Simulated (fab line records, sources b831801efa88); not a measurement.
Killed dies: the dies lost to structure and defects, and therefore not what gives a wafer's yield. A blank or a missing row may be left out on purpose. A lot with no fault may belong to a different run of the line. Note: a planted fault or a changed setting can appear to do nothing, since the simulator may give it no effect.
Problem report, 8D (eight disciplines) form, completed by code + flow sfq line + the parts of the form that need people (team, actions taken, sign-off) are left out

1. PROBLEM STATEMENT
At SFQ_TRILAYER_I4_VIA_BARC_OPEN_VIA_ETCH_146, oes product au averages 0.829 a.u. over 2 wafers from 2 lots, while fault-free wafers read 0.685 a.u., standard deviation 0.0044. Measured from the usual mean, that is +33 standard deviations.
The step: etches BARC in O2, target depth 125 nm, time 41.7 s.
Earliest sighting: wafer L679.1 on rie diel-03 at day 55 11:07. The record has a number at this step for 41 wafers belonging to 14 lots. Rule for "out" (also "out of limits"): further than 4 standard deviations from the usual mean. All remaining wafers that have a number are taken as sound.

2. WHAT IT IS AND WHAT IT IS NOT
| question                    | is                           | is not                                                                 |
|-----------------------------|------------------------------|------------------------------------------------------------------------|
| which readings at this step | oes product au, run length s | drypump motor current A                                                |
| which lots                  | L679, L681                   | L660, L661, L663, L664, L665, L666, L667, L668, L669, L670, L671, L672 |
| which wafers of those lots  | L679.1, L681.4               | L679.3, L679.6, L681.5                                                 |
| read on which tools         | rie diel-03                  | rie diel-02, rie diel-04                                               |
| when                        | from day 55 11:07            | up to then (38 sound wafers); but 1 sound wafer of L681 came after     |

3. SUSPECTS, AND WHAT RULES EACH OUT
Counting: any tool at a process step up to the reading remains a suspect provided it ran every lot that is out. Sound lots after the first of them don't rule it out here, since some wafers of a struck lot are sound.
- rie diel-03 at SFQ_TRILAYER_I4_VIA_BARC_OPEN_VIA_ETCH_146 (etches BARC in O2, target depth 125 nm, time 41.7 s): kept. Every lot that is out went through it, the first being L679 (day 55 11:07); the last sound lot it ran before that was L672 (day 53 12:19). Its own oes product au, run length s readings are out on those wafers.
- Within rie diel-03 at SFQ_TRILAYER_I4_VIA_BARC_OPEN_VIA_ETCH_146: the wafers that are out ran in chamber 1; their sound lot-mates ran in chambers 0, 2, 3.
The count leaves rie diel-03 at SFQ_TRILAYER_I4_VIA_BARC_OPEN_VIA_ETCH_146.

4. THE CAUSE (what the simulator had put in)
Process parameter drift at SFQ_TRILAYER_I4_VIA_BARC_OPEN_VIA_ETCH_146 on rie diel-03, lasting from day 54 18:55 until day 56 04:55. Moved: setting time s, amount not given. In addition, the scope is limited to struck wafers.
Counting left only this tool.

5. THE EFFECT CHAIN, in route order
One row per reading whose mean, taken over the struck wafers that have a number, lies over 3 standard deviations from the usual. Only readings for which the record gives a usual standard deviation are gone through. hours: the time from each lot's start at the first step in this table that gives one to its start at this step, as a median over the lots. sigmas: the change in usual standard deviations.
| hours | step                                       | reading        | usual      | on struck wafers | change | sigmas |
|-------|--------------------------------------------|----------------|------------|------------------|--------|--------|
| 0     | SFQ_TRILAYER_I4_VIA_BARC_OPEN_VIA_ETCH_146 | oes product au | 0.685 a.u. | 0.829            | +0.144 | +33    |
| 0     | SFQ_TRILAYER_I4_VIA_BARC_OPEN_VIA_ETCH_146 | run length s   | 70.0 s     | 60.7             | -9.3   | -22    |
Here are the process steps it includes:
- SFQ_TRILAYER_I4_VIA_BARC_OPEN_VIA_ETCH_146: etches BARC in O2, target depth 125 nm, time 41.7 s.

6. HOW IT WOULD HAVE BEEN CAUGHT EARLIER
In this record the first reading out of limits was taken at day 55 11:07, 16 hours after the fault began at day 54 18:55.
